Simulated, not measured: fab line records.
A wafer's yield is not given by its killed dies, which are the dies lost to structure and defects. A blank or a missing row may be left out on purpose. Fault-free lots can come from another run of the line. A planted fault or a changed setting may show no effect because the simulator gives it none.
fab line records	flow sky130
record: lots: 13	wafers: 36	last-day: 50
route steps=708 shown SONOS_ONO@178 GATE_OXIDE@201 PAD_OPEN@708
lots untouched by any fault: they come from a run of this same line in which no faults occurred
start-h: start of the lot's first displayed wafer, in hours after the record's first day	wait-h: hours elapsed since this lot's preceding step	" unchanged from the row above	L1.1+2: several wafers, shown together as one row	- no value, or no start given	* or withheld: withheld	< > ~ a bound
route shown NAME@n: NAME is a module with steps in the file, n the number in the route of the first one	usual: mean and standard deviation over wafers with no fault	same: alike in all rows	chamber/n: place in a boat	sites: per-site readings	_std_site: their standard deviation	_edge_site: inner sites' mean taken away from outer sites' mean	radius-mm: how far each site lies from the wafer's centre	mask NAME#n: copy n	behind: tool/chamber where the wafer was last shaped	hold: the reason the lot was held/the length of the hold in hours/how it ended	device: the transistor (n, p or np) that didn't switch	end of line: the route-end tests of the same wafers	a step given without rows: its recipe and nothing more	killed: not the wafer's yield, but the dies lost to structure and defects at the first sort	map: per-die view of a wafer (x killed, . not killed, _ where there is no die)
set.NAME: the setting the step ran with; set.NAME@STEP: the setting that earlier step ran with	model.NAME: the simulator's own value behind a step, which no gauge read
the route's steps for a sample of lots (tables are steps, rows are wafers)
services: a tool's chamber out of use, with start hour (start-h, from the record's first day; less than 0 if before it), hours out, and reason
== steps ==
step: SKY_SONOS_ONO_EXPOSE_10
recipe: mask-id: ONOM	target-cd-nm: 410	na: 0.6	source-shape: conventional	sigma-outer: 0.6	dose-mj: 150
usual: focus-offset-nm: -0.1/0.56
lot.wafer	tool	chamber	start-h	wait-h	mask	focus-offset-nm
L593.2	iline-stepper-02	0	271.61	-	ONOM#0	0.1
L593.3	"	0	"	"	ONOM#0	0.1
L593.4	"	0	"	"	ONOM#0	-0.6
L595.1	iline-stepper-01	0	302.89	-	ONOM#0	-0.3
L595.4	"	0	"	"	ONOM#0	-0.4
L595.6	"	0	"	"	ONOM#0	-0.6
L596.1	iline-stepper-02	0	303.13	-	ONOM#0	-1.0
L596.3	"	0	"	"	ONOM#0	-0.3
L596.6	"	0	"	"	ONOM#0	0.1
L597.1	iline-stepper-01	0	303.40	-	ONOM#0	0.3
L597.3	"	0	"	"	ONOM#0	-0.1
L597.5	"	0	"	"	ONOM#0	0.4
L598.3	iline-stepper-02	0	311.15	-	ONOM#0	-0.7
L598.4	"	0	"	"	ONOM#0	-0.5
L598.5	"	0	"	"	ONOM#0	0.6
L599.1	iline-stepper-01	0	324.95	-	ONOM#0	-0.4
L599.2	"	0	"	"	ONOM#0	0.2
L599.4	"	0	"	"	ONOM#0	0.3
L602.1	iline-stepper-01	0	347.26	-	ONOM#0	0.8
L602.3	"	0	"	"	ONOM#0	0.0
L603.1	iline-stepper-01	0	354.34	-	ONOM#0	-0.4
L603.6	"	0	"	"	ONOM#0	0.2
L604.3	iline-stepper-01	0	368.77	-	ONOM#0	0.5
L604.6	"	0	"	"	ONOM#0	-0.1
L611.2	iline-stepper-02	0	424.18	-	ONOM#0	-0.4
L611.4	"	0	"	"	ONOM#0	-0.2
L611.6	"	0	"	"	ONOM#0	-0.2
L612.2	iline-stepper-01	0	427.68	-	ONOM#0	-0.1
L612.3	"	0	"	"	ONOM#0	0.5
L612.5	"	0	"	"	ONOM#0	0.5
L613.1	iline-stepper-01	0	428.14	-	ONOM#0	-0.3
L613.3	"	0	"	"	ONOM#0	0.5
L613.4	"	0	"	"	ONOM#0	0.3
L614.1	iline-stepper-02	0	440.21	-	ONOM#0	0.7
L614.3	"	0	"	"	ONOM#0	0.2
L614.5	"	0	"	"	ONOM#0	0.1
step: SKY_SONOS_ONO_CD_MEAS_13
recipe: target-cd-nm: 410
usual: cd-nm: 410.3/2.6
lot.wafer	tool	chamber	start-h	wait-h	cd-nm
L593.2	cd-sem-02	-	282.81	0.1	407.2
L593.3	"	-	"	"	407.8
L593.4	"	-	"	"	406.7
L595.1	cd-sem-02	-	316.28	0.1	409.2
L595.4	"	-	"	"	410.4
L595.6	"	-	"	"	409.1
L596.1	cd-sem-01	-	316.39	0.1	409.2
L596.3	"	-	"	"	408.0
L596.6	"	-	"	"	406.8
L597.1	cd-sem-02	-	316.69	0.1	409.7
L597.3	"	-	"	"	410.3
L597.5	"	-	"	"	411.0
L598.3	cd-sem-01	-	323.92	0.1	407.6
L598.4	"	-	"	"	410.4
L598.5	"	-	"	"	409.7
L599.1	cd-sem-02	-	337.64	0.1	412.1
L599.2	"	-	"	"	410.0
L599.4	"	-	"	"	410.2
L602.1	cd-sem-02	-	359.64	0.1	400.1
L602.3	"	-	"	"	400.0
L603.1	cd-sem-01	-	368.34	0.1	396.7
L603.6	"	-	"	"	410.3
L604.3	cd-sem-01	-	382.13	0.1	394.2
L604.6	"	-	"	"	409.3
L611.2	cd-sem-02	-	440.06	0.1	408.6
L611.4	"	-	"	"	408.8
L611.6	"	-	"	"	409.8
L612.2	cd-sem-01	-	443.41	0.1	410.5
L612.3	"	-	"	"	413.6
L612.5	"	-	"	"	412.6
L613.1	cd-sem-01	-	443.69	0.1	411.4
L613.3	"	-	"	"	414.8
L613.4	"	-	"	"	413.8
L614.1	cd-sem-02	-	455.18	0.1	409.9
L614.3	"	-	"	"	407.0
L614.5	"	-	"	"	406.9
step: SKY_SONOS_ONO_OVL_MEAS_14
usual: SONOS_ONO_OVL: -0.4/1.5
lot.wafer	tool	chamber	start-h	wait-h	SONOS_ONO_OVL[nm]
L593.2	overlay-02	-	282.92	0.1	-2.0
L593.3	"	-	"	"	-0.7
L593.4	"	-	"	"	-3.6
L595.1	overlay-02	-	316.40	0.1	0.3
L595.4	"	-	"	"	0.4
L595.6	"	-	"	"	1.4
L596.1	overlay-01	-	316.51	0.1	-2.8
L596.3	"	-	"	"	-0.1
L596.6	"	-	"	"	-1.0
L597.1	overlay-01	-	316.81	0.1	-1.4
L597.3	"	-	"	"	0.3
L597.5	"	-	"	"	1.6
L598.3	overlay-02	-	324.01	0.1	0.2
L598.4	"	-	"	"	-0.7
L598.5	"	-	"	"	-0.3
L599.1	overlay-02	-	337.76	0.1	-0.1
L599.2	"	-	"	"	-0.3
L599.4	"	-	"	"	0.3
L602.1	overlay-02	-	359.76	0.1	0.0
L602.3	"	-	"	"	0.6
L603.1	overlay-01	-	368.46	0.1	-1.3
L603.6	"	-	"	"	0.7
L604.3	overlay-02	-	382.22	0.1	-1.3
L604.6	"	-	"	"	-1.2
L611.2	overlay-01	-	440.16	0.1	0.1
L611.4	"	-	"	"	0.0
L611.6	"	-	"	"	-1.2
L612.2	overlay-02	-	443.51	0.1	0.1
L612.3	"	-	"	"	-1.0
L612.5	"	-	"	"	-2.2
L613.1	overlay-01	-	443.81	0.1	-0.5
L613.3	"	-	"	"	0.0
L613.4	"	-	"	"	-0.4
L614.1	overlay-01	-	455.30	0.1	-0.7
L614.3	"	-	"	"	0.6
L614.5	"	-	"	"	0.4
step: SKY_SONOS_ONO_STRIP_17
recipe: chemistry: O2/N2	power-w: 1400	pressure-mtorr: 1500	platen-temp-c: withheld	o2-flow-sccm: 3000	n2-flow-sccm: 300	overash-fraction: 0.5
usual: drypump-motor-current-A: 5.3/0.34	oes-product-au: 0.710/0.0043	strip-time-to-endpoint-s: 14.10/0.051
lot.wafer	tool	chamber	start-h	wait-h	drypump-motor-current-A	oes-product-au	rf-hours-counter-h	strip-time-to-endpoint-s
L593.2	plasma-asher-01	1	283.05	0.0	5.7	0.712	63	14.09
L593.3	"	1	"	"	5.7	0.707	-	14.10
L593.4	"	0	"	"	5.9	0.709	-	14.12
L595.1	plasma-asher-04	1	316.54	0.0	5.3	0.712	65	14.08
L595.4	"	1	"	"	5.3	0.712	-	14.05
L595.6	"	1	"	"	5.3	0.712	-	14.05
L596.1	plasma-asher-02	0	316.65	0.0	4.8	0.709	45	14.13
L596.3	"	0	"	"	4.8	0.707	-	14.09
L596.6	"	0	"	"	4.9	0.712	-	14.13
L597.1	plasma-asher-04	0	316.95	0.0	5.4	0.707	65	14.06
L597.3	"	1	"	"	5.3	0.713	-	14.04
L597.5	"	1	"	"	5.3	0.721	-	14.11
L598.3	plasma-asher-01	1	324.17	0.0	5.7	0.712	-	14.17
L598.4	"	0	"	"	5.9	0.711	-	14.15
L598.5	"	1	"	"	5.7	0.706	-	14.11
L599.1	plasma-asher-04	0	337.91	0.0	5.4	0.712	68	14.06
L599.2	"	1	"	"	5.3	0.713	68	14.03
L599.4	"	1	"	"	5.3	0.703	-	14.07
L602.1	plasma-asher-01	0	359.91	0.0	5.9	0.708	70	14.10
L602.3	"	0	"	"	5.9	0.710	-	14.07
L603.1	plasma-asher-04	1	368.61	0.0	5.3	0.713	71	14.10
L603.6	"	1	"	"	5.3	0.711	-	14.09
L604.3	plasma-asher-04	1	382.38	0.0	5.3	0.712	-	14.09
L604.6	"	1	"	"	5.3	0.711	-	14.03
L611.2	plasma-asher-04	1	440.30	0.0	5.3	0.715	1	14.05
L611.4	"	1	"	"	5.3	0.708	-	14.07
L611.6	"	0	"	"	5.5	0.707	-	14.07
L612.2	plasma-asher-01	0	443.65	0.0	5.9	0.706	75	14.15
L612.3	"	0	"	"	5.9	0.705	-	14.13
L612.5	"	0	"	"	5.9	0.710	-	14.20
L613.1	plasma-asher-04	0	443.95	0.0	5.4	0.714	1	14.16
L613.3	"	0	"	"	5.5	0.711	-	14.23
L613.4	"	1	"	"	5.3	0.707	-	14.13
L614.1	plasma-asher-04	1	455.45	0.0	5.3	0.712	3	14.12
L614.3	"	0	"	"	5.4	0.717	-	14.12
L614.5	"	0	"	"	5.4	0.703	-	14.12
step: SKY_GATE_OXIDE_TW_MEAS_14
usual: GATE_OXIDE_TW: 224.5/2.6
lot.wafer	tool	chamber	start-h	wait-h	GATE_OXIDE_TW
L593.2	film-metro-03	-	315.14	0.1	225.4
L593.3	"	-	"	"	225.9
L593.4	"	-	"	"	227.0
L597.1	film-metro-03	-	346.05	0.1	228.1
L597.3	"	-	"	"	227.9
L597.5	"	-	"	"	228.7
L595.1	film-metro-04	-	346.35	0.1	221.8
L595.4	"	-	"	"	223.4
L595.6	"	-	"	"	222.7
L596.1	film-metro-01	-	346.49	0.1	221.2
L596.3	"	-	"	"	222.0
L596.6	"	-	"	"	222.2
L598.3	film-metro-01	-	354.36	0.1	221.0
L598.4	"	-	"	"	220.8
L598.5	"	-	"	"	221.1
L599.1	film-metro-01	-	366.39	0.1	223.1
L599.2	"	-	"	"	223.7
L599.4	"	-	"	"	223.6
L602.1	film-metro-04	-	390.89	0.1	223.6
L602.3	"	-	"	"	223.6
L603.1	film-metro-01	-	400.16	0.1	222.3
L603.6	"	-	"	"	222.3
L604.3	film-metro-04	-	413.41	0.1	222.9
L604.6	"	-	"	"	223.2
L611.2	film-metro-03	-	472.27	0.1	227.3
L611.4	"	-	"	"	226.5
L611.6	"	-	"	"	226.5
L612.2	film-metro-01	-	475.86	0.1	220.4
L612.3	"	-	"	"	219.9
L612.5	"	-	"	"	220.7
L613.1	film-metro-03	-	477.13	0.1	227.7
L613.3	"	-	"	"	227.5
L613.4	"	-	"	"	226.5
L614.1	film-metro-03	-	487.76	0.1	227.8
L614.3	"	-	"	"	227.0
L614.5	"	-	"	"	225.5
step: SKY_PAD_OPEN_PROBE_99
usual: killed_at_M0_to_M3: 43/7.5	killed_at_M4_up: 3.3/1.9	killed-at-contacts: 24/4.6	killed-at-front-end: 16/4.9	killed-at-other: 0.2/0.46	killed-dies: 87/9.1	killed-open: 47/7.4	killed-short: 39/6.6
same: gross-dies: 492	killed-at-back-side: 0
lot.wafer	tool	chamber	start-h	wait-h	killed_at_M0_to_M3	killed_at_M4_up	killed-at-contacts	killed-at-front-end	killed-at-other	killed-dies	killed-open	killed-short
L593.2	prober-02	-	1078.98	0.1	44	0	25	14	0	83	44	39
L593.3	prober-02	-	1079.03	0.2	36	5	20	16	0	77	47	30
L593.4	prober-02	-	1079.08	0.2	42	0	25	17	0	84	48	36
L597.1	prober-02	-	1102.44	0.1	37	4	20	14	0	75	40	35
L597.3	prober-02	-	1102.54	0.2	49	1	29	12	0	91	48	42
L597.5	prober-02	-	1102.64	0.2	37	3	13	8	0	61	24	37
L595.1	prober-02	-	1103.80	0.1	43	5	21	12	0	81	43	38
L595.4	prober-02	-	1103.95	0.2	43	3	22	19	0	87	47	40
L595.6	prober-02	-	1104.05	0.2	46	3	27	11	0	87	46	40
L596.1	prober-01	-	1103.80	0.1	42	3	26	18	1	90	49	39
L596.3	prober-01	-	1103.90	0.2	43	0	28	20	0	91	53	38
L596.6	prober-01	-	1104.05	0.2	48	2	27	11	0	88	38	49
L598.3	prober-02	-	1106.36	0.2	44	3	27	15	0	89	46	43
L598.4	prober-02	-	1106.41	0.2	39	0	20	15	0	74	39	34
L598.5	prober-02	-	1106.46	0.2	47	3	21	20	0	91	51	39
L599.1	prober-01	-	1121.05	0.1	40	3	26	15	0	84	50	33
L599.2	prober-01	-	1121.10	0.1	40	2	25	18	0	85	39	46
L599.4	prober-01	-	1121.20	0.2	54	3	22	21	1	101	55	44
L602.1	prober-02	-	1132.51	0.1	46	2	24	15	0	87	52	34
L602.3	prober-02	-	1132.61	0.2	49	2	22	26	0	99	53	46
L603.1	prober-01	-	1140.52	0.1	62	2	25	10	0	99	58	41
L603.6	prober-01	-	1140.77	0.2	32	1	33	20	0	86	45	40
L604.3	prober-02	-	1150.47	0.2	43	3	21	12	0	79	42	37
L604.6	prober-02	-	1150.62	0.2	40	2	20	11	1	74	32	42
L611.2	prober-01	-	1181.35	0.1	37	2	20	10	1	70	45	25
L611.4	prober-01	-	1181.45	0.2	40	0	28	9	0	77	47	30
L611.6	prober-01	-	1181.55	0.2	40	1	30	13	0	84	44	40
L613.1	prober-02	-	1182.23	0.1	49	3	25	17	0	94	52	41
L613.3	prober-02	-	1182.33	0.2	42	3	22	24	0	91	40	50
L613.4	prober-02	-	1182.38	0.2	36	4	21	21	0	82	46	35
L612.2	prober-01	-	1183.96	0.1	44	2	28	19	0	93	52	41
L612.3	prober-01	-	1184.01	0.2	44	2	21	17	0	84	53	31
L612.5	prober-01	-	1184.11	0.2	30	2	23	22	0	77	34	43
L614.1	prober-02	-	1189.38	0.1	52	3	20	14	1	90	48	42
L614.3	prober-02	-	1189.48	0.2	44	1	28	17	0	90	49	41
L614.5	prober-02	-	1189.58	0.2	47	3	24	19	0	93	50	43
killed by level:class
L593.2 LI_CONTACT:geometric-particle:open=11 VIA1:geometric-particle:open=9 METAL2:geometric-particle:short=8 CONTACT:geometric-particle:open=6 POLY_GATE:geometric-particle:short=5 METAL3:geometric-particle:short=5 FIELD_ISO:geometric-particle:short=4 CONTACT:geometric-particle:short=4
L593.3 LI_CONTACT:geometric-particle:open=8 VIA3:geometric-particle:open=8 VIA1:geometric-particle:open=7 METAL1:geometric-particle:short=7 CONTACT:geometric-particle:open=6 FIELD_ISO:geometric-particle:open=5 POLY_GATE:geometric-particle:open=5 FIELD_ISO:geometric-particle:short=4
L593.4 VIA1:geometric-particle:open=12 CONTACT:geometric-particle:open=10 VIA2:geometric-particle:open=8 LI_CONTACT:geometric-particle:open=7 METAL2:geometric-particle:short=7 METAL1:geometric-particle:short=5 FIELD_ISO:geometric-particle:short=5 POLY_GATE:geometric-particle:open=5
L597.1 VIA1:geometric-particle:open=9 LI_CONTACT:geometric-particle:open=7 METAL2:geometric-particle:short=5 LI_CONTACT:geometric-particle:short=4 LOCAL_INTERCONNECT:geometric-particle:short=4 VIA2:geometric-particle:open=4 VIA3:geometric-particle:short=4 POLY_GATE:geometric-particle:short=3
L597.3 VIA1:geometric-particle:open=14 CONTACT:geometric-particle:open=7 CONTACT:geometric-particle:short=7 METAL2:geometric-particle:short=6 LI_CONTACT:geometric-particle:open=6 METAL1:geometric-particle:short=6 VIA2:geometric-particle:open=5 LI_CONTACT:geometric-particle:short=4
L597.5 VIA2:geometric-particle:open=7 VIA1:geometric-particle:short=5 METAL3:geometric-particle:short=5 VIA3:geometric-particle:short=5 VIA1:geometric-particle:open=4 METAL1:geometric-particle:short=4 LI_CONTACT:geometric-particle:open=4 CONTACT:geometric-particle:open=4
L595.1 VIA2:geometric-particle:open=10 CONTACT:geometric-particle:open=7 METAL1:geometric-particle:short=6 VIA3:geometric-particle:open=6 LI_CONTACT:geometric-particle:open=5 LOCAL_INTERCONNECT:geometric-particle:short=5 VIA1:geometric-particle:open=5 POLY_GATE:geometric-particle:open=4
L596.1 CONTACT:geometric-particle:open=9 LI_CONTACT:geometric-particle:open=8 METAL1:geometric-particle:short=7 VIA3:geometric-particle:open=7 VIA1:geometric-particle:open=6 FIELD_ISO:geometric-particle:short=5 LI_CONTACT:geometric-particle:short=5 VIA2:geometric-particle:open=5
L596.3 CONTACT:geometric-particle:open=11 VIA3:geometric-particle:open=9 VIA1:geometric-particle:open=8 FIELD_ISO:geometric-particle:short=6 LOCAL_INTERCONNECT:geometric-particle:short=5 LI_CONTACT:geometric-particle:open=5 METAL2:geometric-particle:short=5 FIELD_ISO:geometric-particle:open=4
L595.4 VIA1:geometric-particle:open=11 CONTACT:geometric-particle:open=8 POLY_GATE:geometric-particle:short=7 VIA2:geometric-particle:open=7 METAL1:geometric-particle:short=6 METAL2:geometric-particle:short=6 LI_CONTACT:geometric-particle:open=5 LOCAL_INTERCONNECT:geometric-particle:short=5
L595.6 VIA1:geometric-particle:open=10 LI_CONTACT:geometric-particle:open=8 VIA2:geometric-particle:open=8 CONTACT:geometric-particle:open=8 VIA3:geometric-particle:open=6 METAL1:geometric-particle:short=6 LOCAL_INTERCONNECT:geometric-particle:short=5 CONTACT:geometric-particle:short=5
L596.6 VIA1:geometric-particle:short=10 VIA1:geometric-particle:open=8 CONTACT:geometric-particle:open=7 CONTACT:geometric-particle:short=7 METAL1:geometric-particle:short=6 METAL2:geometric-particle:short=5 VIA3:geometric-particle:short=4 LI_CONTACT:geometric-particle:short=4
L598.3 VIA1:geometric-particle:open=12 CONTACT:geometric-particle:open=8 LI_CONTACT:geometric-particle:open=6 VIA3:geometric-particle:open=6 LI_CONTACT:geometric-particle:short=5 VIA2:geometric-particle:open=5 FIELD_ISO:geometric-particle:short=4 METAL1:geometric-particle:short=4
L598.4 VIA1:geometric-particle:open=8 CONTACT:geometric-particle:open=8 VIA1:geometric-particle:short=7 VIA3:geometric-particle:open=6 VIA2:geometric-particle:open=4 FIELD_ISO:geometric-particle:open=3 FIELD_ISO:geometric-particle:short=3 POLY_GATE:geometric-particle:short=3
L598.5 VIA1:geometric-particle:open=12 CONTACT:geometric-particle:open=9 VIA1:geometric-particle:short=7 LI_CONTACT:geometric-particle:open=6 METAL2:geometric-particle:short=6 FIELD_ISO:geometric-particle:open=5 VIA2:geometric-particle:open=5 VIA3:geometric-particle:open=5
L599.1 VIA1:geometric-particle:open=11 CONTACT:geometric-particle:open=10 LI_CONTACT:geometric-particle:open=6 VIA2:geometric-particle:open=5 POLY_GATE:geometric-particle:short=4 POLY_CUT:geometric-particle:open=4 VIA3:geometric-particle:short=4 LOCAL_INTERCONNECT:geometric-particle:short=3
L599.2 VIA1:geometric-particle:open=11 LI_CONTACT:geometric-particle:open=9 FIELD_ISO:geometric-particle:short=8 LOCAL_INTERCONNECT:geometric-particle:short=7 VIA1:geometric-particle:short=6 VIA2:geometric-particle:open=6 CONTACT:geometric-particle:open=5 METAL1:geometric-particle:short=4
L599.4 VIA1:geometric-particle:open=14 VIA3:geometric-particle:open=10 FIELD_ISO:geometric-particle:short=8 VIA1:geometric-particle:short=8 FIELD_ISO:geometric-particle:open=7 LI_CONTACT:geometric-particle:open=7 CONTACT:geometric-particle:open=5 CONTACT:geometric-particle:short=5
L602.1 CONTACT:geometric-particle:open=12 VIA1:geometric-particle:open=10 VIA3:geometric-particle:open=8 VIA3:geometric-particle:short=6 FIELD_ISO:geometric-particle:open=5 VIA2:geometric-particle:open=5 LOCAL_INTERCONNECT:geometric-particle:short=4 METAL1:geometric-particle:short=4
L602.3 VIA1:geometric-particle:open=12 FIELD_ISO:geometric-particle:short=8 VIA1:geometric-particle:short=8 CONTACT:geometric-particle:open=8 VIA2:geometric-particle:open=7 VIA2:geometric-particle:short=7 VIA3:geometric-particle:open=7 CONTACT:geometric-particle:short=6
L603.1 VIA1:geometric-particle:open=11 CONTACT:geometric-particle:open=11 VIA3:geometric-particle:open=9 VIA2:geometric-particle:open=7 METAL1:geometric-particle:short=7 CONTACT:geometric-particle:short=6 VIA1:geometric-particle:short=5 VIA2:geometric-particle:short=5
L603.6 CONTACT:geometric-particle:open=12 LI_CONTACT:geometric-particle:open=10 VIA1:geometric-particle:open=9 CONTACT:geometric-particle:short=6 FIELD_ISO:geometric-particle:short=5 POLY_GATE:geometric-particle:short=4 METAL2:geometric-particle:short=4 VIA3:geometric-particle:short=4
L604.3 VIA3:geometric-particle:open=9 VIA1:geometric-particle:open=7 VIA2:geometric-particle:open=7 LOCAL_INTERCONNECT:geometric-particle:short=5 CONTACT:geometric-particle:open=5 POLY_GATE:geometric-particle:short=4 LI_CONTACT:geometric-particle:open=4 VIA1:geometric-particle:short=4
L604.6 VIA1:geometric-particle:open=9 METAL1:geometric-particle:short=7 LOCAL_INTERCONNECT:geometric-particle:short=6 VIA2:geometric-particle:open=6 VIA1:geometric-particle:short=5 LI_CONTACT:geometric-particle:open=5 METAL3:geometric-particle:short=5 CONTACT:geometric-particle:open=4
L611.2 VIA2:geometric-particle:open=10 CONTACT:geometric-particle:open=7 VIA1:geometric-particle:open=7 VIA3:geometric-particle:open=5 POLY_GATE:geometric-particle:open=4 CONTACT:geometric-particle:short=4 METAL2:geometric-particle:open=4 METAL2:geometric-particle:short=4
L611.4 CONTACT:geometric-particle:open=11 LI_CONTACT:geometric-particle:open=9 VIA1:geometric-particle:open=8 VIA3:geometric-particle:open=6 METAL2:geometric-particle:short=6 VIA2:geometric-particle:open=6 CONTACT:geometric-particle:short=5 VIA1:geometric-particle:short=5
L611.6 CONTACT:geometric-particle:open=13 VIA3:geometric-particle:open=9 METAL2:geometric-particle:short=9 CONTACT:geometric-particle:short=7 VIA1:geometric-particle:open=6 FIELD_ISO:geometric-particle:open=5 FIELD_ISO:geometric-particle:short=4 LI_CONTACT:geometric-particle:short=4
L613.1 VIA1:geometric-particle:open=11 VIA3:geometric-particle:open=10 LI_CONTACT:geometric-particle:open=8 CONTACT:geometric-particle:open=6 VIA2:geometric-particle:open=6 METAL2:geometric-particle:short=5 METAL1:geometric-particle:short=5 POLY_GATE:geometric-particle:short=4
L613.3 FIELD_ISO:geometric-particle:short=12 VIA1:geometric-particle:short=8 VIA1:geometric-particle:open=8 LI_CONTACT:geometric-particle:open=7 LI_CONTACT:geometric-particle:short=6 METAL1:geometric-particle:short=6 METAL2:geometric-particle:short=6 FIELD_ISO:geometric-particle:open=5
L613.4 VIA1:geometric-particle:open=11 CONTACT:geometric-particle:open=8 LI_CONTACT:geometric-particle:open=7 POLY_GATE:geometric-particle:open=6 METAL1:geometric-particle:short=5 METAL2:geometric-particle:short=5 FIELD_ISO:geometric-particle:open=4 FIELD_ISO:geometric-particle:short=4
L612.2 CONTACT:geometric-particle:open=16 VIA1:geometric-particle:open=10 VIA2:geometric-particle:short=7 METAL2:geometric-particle:short=6 FIELD_ISO:geometric-particle:short=5 LI_CONTACT:geometric-particle:open=5 METAL1:geometric-particle:short=4 VIA3:geometric-particle:open=4
L612.3 VIA1:geometric-particle:open=12 LI_CONTACT:geometric-particle:open=7 VIA3:geometric-particle:open=7 VIA2:geometric-particle:open=7 CONTACT:geometric-particle:open=6 FIELD_ISO:geometric-particle:short=5 FIELD_ISO:geometric-particle:open=4 METAL2:geometric-particle:open=4
L612.5 POLY_GATE:geometric-particle:short=10 CONTACT:geometric-particle:open=10 METAL2:geometric-particle:short=5 FIELD_ISO:geometric-particle:short=4 FIELD_ISO:geometric-particle:open=4 LI_CONTACT:geometric-particle:open=4 CONTACT:geometric-particle:short=4 VIA1:geometric-particle:short=4
L614.1 VIA1:geometric-particle:open=14 LI_CONTACT:geometric-particle:open=8 METAL1:geometric-particle:short=8 CONTACT:geometric-particle:open=6 VIA1:geometric-particle:short=6 VIA2:geometric-particle:open=5 METAL2:geometric-particle:short=5 VIA3:geometric-particle:short=5
L614.3 VIA1:geometric-particle:open=12 LI_CONTACT:geometric-particle:open=7 METAL1:geometric-particle:short=7 LI_CONTACT:geometric-particle:short=6 CONTACT:geometric-particle:open=6 METAL2:geometric-particle:short=6 FIELD_ISO:geometric-particle:open=5 CONTACT:geometric-particle:short=5
L614.5 VIA1:geometric-particle:open=11 LI_CONTACT:geometric-particle:open=8 VIA1:geometric-particle:short=7 VIA3:geometric-particle:open=7 FIELD_ISO:geometric-particle:open=6 CONTACT:geometric-particle:open=6 POLY_GATE:geometric-particle:short=5 METAL2:geometric-particle:short=5
== services ==
tool	chamber	start-h	hours	kind
plasma-asher-02	-	260.84	16.8	repair
iline-stepper-01	-	261.53	13.3	repair
iline-stepper-01	0	264.81	-	calibration
plasma-asher-04	-	276.32	5.2	repair
plasma-asher-01	-	314.20	3.8	repair
iline-stepper-02	-	340.92	4.4	pm
plasma-asher-01	-	362.75	33.5	repair
iline-stepper-02	0	371.12	-	calibration
iline-stepper-01	-	384.67	10.9	repair
iline-stepper-01	-	389.00	7.7	repair
plasma-asher-04	-	390.04	14.6	pm
iline-stepper-01	-	396.73	1.7	pm
plasma-asher-01	-	405.85	4.3	pm
iline-stepper-02	-	419.47	1.7	pm
plasma-asher-04	-	421.25	9.0	pm
plasma-asher-04	0	421.25	9.0	vent-cycle
plasma-asher-04	1	421.25	9.0	vent-cycle
plasma-asher-04	0	430.25	-	clean
plasma-asher-04	1	430.25	-	clean
plasma-asher-01	-	440.15	0.6	repair
== key ==
first-sign: step: SKY_SONOS_ONO_CD_MEAS_13	reading: cd-nm	direction: down	sigmas: 4.8	usual: 410.3	struck: 397.7
effect none on later readings
met-at SKY_SONOS_ONO_EXPOSE_10
struck-lots L602,L603,L604
struck-wafers L602.1,L602.3,L603.1,L604.3
tester-left-out L602,L603,L604
not-acting-at SKY_SONOS_ONO_OVL_MEAS_14,SKY_SONOS_ONO_STRIP_17,SKY_GATE_OXIDE_TW_MEAS_14
onset-between 324.95 347.26
fault: kind: process-parameter-drift	tool: iline-stepper-01	chamber: -	onset-h: 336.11	steps: SKY_SONOS_ONO_EXPOSE_10	channel: focus-nm	offset: 330.69	shape: step	end-h: 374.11	scope: struck-wafers-only
tester-left-out: of these lots the tester's yield and bins aren't shown, on N5 and GAA mostly nor the transistor test; their killed dies are dies lost to structure and defects alone, not to doping, threshold or leakage, so they don't give the yield
